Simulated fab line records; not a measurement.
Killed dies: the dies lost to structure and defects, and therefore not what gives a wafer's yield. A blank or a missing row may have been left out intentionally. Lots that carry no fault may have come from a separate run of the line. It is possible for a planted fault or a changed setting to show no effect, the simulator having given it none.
A lot that was struck, set against a sound lot || flow sky130 || 15 out of 708 route steps
Sound: these wafers, L742.2, L742.3, L742.4. Wafers L750.1, L750.3, L750.4 were the ones struck. The cause is named last.
Order at every step that has rows: each side's tool, ch and its chambers, its first start. Under that, the readings that differ: sound wafers || struck wafers || difference of the means || sigmas: that difference in standard deviations of wafers without a fault.
alike: words and numbers the same on both sides, and readings whose means are apart by under 2 such deviations; not compared: readings that were withheld, readings missing a value for some wafer, numbers with overlapping values and no deviation given by the record, and bounds like >300 which may hide the same value.
Wherever a step has rows on one side only, a row that says differs or no value, or a row with sigmas, the two part there. Non-overlapping numbers with no deviation appear without sigmas and do not part them. A reading that every wafer of one side lacks parts them only if that side has two wafers or more.

SKY_VIA3_ETCH_14: etches BARC in N2/H2, stops on SiO2, time 45.9 s, target depth 60 nm.
  sound on rieDiel-01 ch 1,2,3, day 42 22:47; struck on rieDiel-02 ch 0,1,3, day 45 04:04
  alike: drypumpMotorCurrentA, oesProductAu, rfFwdPowerW, throttleValvePct
  not compared: rfHoursCounterH
SKY_VIA3_ETCH_15: etches SiO2 in C4F8/O2/Ar, stops on TiN, target depth 507 nm, time 78 s.
  sound on rieDiel-01 ch 1,2,3, day 42 22:50; struck on rieDiel-02 ch 0,1,3, day 45 04:07
  alike: oesProductAu, rfFwdPowerW
  not compared: rfHoursCounterH
then, 4 steps without rows for these wafers: SKY_VIA3_STRIP_16 (strips in O2/N2); SKY_VIA3_STRIP_17 (strips in post etch residue remover, time 1200 s); SKY_VIA3_CLEAN_18 (cleans in IPA, time 180 s); SKY_VIA3_CLEAN_19 (cleans in O3/DIW).
SKY_VIA3_SPUTTER_20: material TiN, target thk 20 nm, time 80 s.
  sound: pvdSputter-01 at day 42 23:55; struck: pvdSputter-03 at day 45 04:48
  alike: cathodeDcPowerW, chamberPressurePa, throttleValvePct
then, 1 step without rows for these wafers: SKY_VIA3_CVD_21 (deposits W, target thk 390 nm, time 117.31 s).
SKY_VIA3_RS_MEAS_22: measures by four-point-probe.
  sound: filmMetro-02 at day 43 00:07; struck: filmMetro-04 at day 45 04:59
  alike: VIA3_W_RS
SKY_VIA3_THK_MEAS_23: measures by xrf.
  sound: filmMetro-02 at day 43 00:14; struck: filmMetro-04 at day 45 05:06
  alike: VIA3_W_THK
then, 1 step without rows for these wafers: SKY_VIA3_CMP_24 (polishes, stops on SiO2, t overpolish 20 s, target thk 0 nm).
SKY_METAL4_SPUTTER_00: material Ti, target thk 15 nm, time 10 s.
  sound: pvdSputter-02 at day 43 00:35; struck: pvdSputter-02 at day 45 05:28
  alike: cathodeDcPowerW, chamberPressurePa, throttleValvePct
SKY_METAL4_SPUTTER_01: material TiN, target thk 20 nm, time 16.7 s.
  sound: pvdSputter-02 at day 43 00:37; struck: pvdSputter-02 at day 45 05:29
  no value came back on the struck wafers for cathodeDcPowerW (W), chamberPressurePa (Pa), throttleValvePct (%); on the sound wafers cathodeDcPowerW (W) reads 6500.2 6501.2 6501.0
SKY_METAL4_SPUTTER_02: material AlCu, target thk 735 nm, time 39.1 s.
  sound: pvdSputter-02 at day 43 00:38; struck: pvdSputter-02 at day 45 05:31
  alike: cathodeDcPowerW, chamberPressurePa, throttleValvePct
SKY_PAD_OPEN_PROBE_99:
  rows exist in the record for the sound wafers here (prober-01, day 48 17:59), none for the struck ones

== WHERE THEY PART ==
At SKY_METAL4_SPUTTER_01 first; at SKY_PAD_OPEN_PROBE_99 last (within this record only).

WHY: the cause the simulator had injected
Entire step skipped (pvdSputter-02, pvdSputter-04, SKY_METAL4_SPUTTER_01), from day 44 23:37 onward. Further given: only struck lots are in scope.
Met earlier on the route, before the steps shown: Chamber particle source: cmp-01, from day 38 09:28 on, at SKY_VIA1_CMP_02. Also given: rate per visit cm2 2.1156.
